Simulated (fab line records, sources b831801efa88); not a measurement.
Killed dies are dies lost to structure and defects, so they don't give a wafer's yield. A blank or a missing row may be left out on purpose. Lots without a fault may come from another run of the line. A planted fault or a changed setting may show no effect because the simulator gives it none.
Which tool did it? | flow sky130 | 14 lots, 42 wafers sampled, at 2 steps of a route of 708

WHAT THE GAUGES READ, wafer by wafer
SKY_FIELD_ISO_THK_MEAS_04.
lot  | measured    | on            | FIELD_ISO_CVD_03_THK (nm)
L420 | day 1 14:26 | film_metro-01 | 165.3 165.6 165.3
L421 | day 1 19:20 | film_metro-01 | 165.8 167.4 166.7
L422 | day 2 00:43 | film_metro-01 | 163.7 164.8 164.4
L423 | day 2 06:15 | film_metro-03 | 165.0 166.0 164.9
L425 | day 2 16:52 | film_metro-03 | 164.0 164.1 164.1
L432 | day 4 05:28 | film_metro-04 | 164.9 165.3 165.4
L433 | day 4 08:08 | film_metro-01 | 165.9 165.2 166.1
L434 | day 4 12:20 | film_metro-03 | 165.6 165.6 165.7
L437 | day 5 17:11 | film_metro-01 | 164.7 163.6 164.9
L438 | day 5 17:11 | film_metro-04 | 164.4 163.9 166.3
L439 | day 5 23:22 | film_metro-01 | 166.6 166.6 167.0
L440 | day 5 23:22 | film_metro-04 | 164.1 163.5 164.3
L441 | day 6 04:46 | film_metro-03 | 162.7 163.7 164.1
L443 | day 6 09:23 | film_metro-03 | 166.4 166.5 166.7

SKY_PWDE_TW_MEAS_10.
lot  | measured    | on            | PWDE_TW
L420 | day 3 20:10 | film_metro-02 | 374.8 374.6 373.1
L421 | day 4 02:25 | film_metro-02 | 372.1 372.8 374.5
L422 | day 4 07:23 | film_metro-02 | 372.2 372.2 373.7
L423 | day 4 14:57 | film_metro-04 | 370.6 372.3 371.5
L425 | day 4 23:56 | film_metro-01 | 369.9 369.2 366.1
L432 | day 6 17:35 | film_metro-01 | 370.0 369.9 368.4
L433 | day 7 00:45 | film_metro-04 | 372.1 372.1 373.9
L434 | day 7 16:59 | film_metro-02 | 376.3 375.3 376.1
L437 | day 8 09:29 | film_metro-04 | 373.8 371.7 374.8
L438 | day 8 09:08 | film_metro-04 | 372.9 373.7 373.1
L439 | day 8 18:34 | film_metro-02 | 372.0 372.6 371.6
L440 | day 8 19:02 | film_metro-01 | 368.8 367.6 370.6
L441 | day 8 23:50 | film_metro-01 | 366.7 366.4 367.9
L443 | day 9 06:06 | film_metro-04 | 375.4 374.2 374.6

WHICH TOOL RAN EACH LOT (tool, then ch and the chambers of the sampled wafers, then the start)
The record holds no process step before these readings.

WHAT THE TOOLS THEMSELVES READ (means of the sampled wafers that have a number; where no wafer has one, the mark that the record gives instead)
The record holds no such reading with a usual standard deviation.

THE ANSWER, worked out from the rows above alone
Rule: what is usual is taken from the lots themselves. Put in order of their means at a reading, lots are off if they are a third of the lots or fewer, leave a main group of 4 or more, and stand apart from it by a gap of 3 or more times the standard deviation of the main group's means; of several such gaps the widest counts. A main group whose means are all the same, to the digits that the tables above print for the reading, isn't used. A lot without any number at a reading at which 4 lots or more have one is off too. The other lots that the step has rows for count as sound. The gauges are gone through in route order, then the tools' own readings, and for those a lot's mean is taken as printed above. The first step at which some lot is off is used, and at that step the reading that is off furthest; a lot without a number counts as furthest.
No lot is off at any reading shown: from this, nothing can be told.

WHAT THE SIMULATOR HAD PUT IN
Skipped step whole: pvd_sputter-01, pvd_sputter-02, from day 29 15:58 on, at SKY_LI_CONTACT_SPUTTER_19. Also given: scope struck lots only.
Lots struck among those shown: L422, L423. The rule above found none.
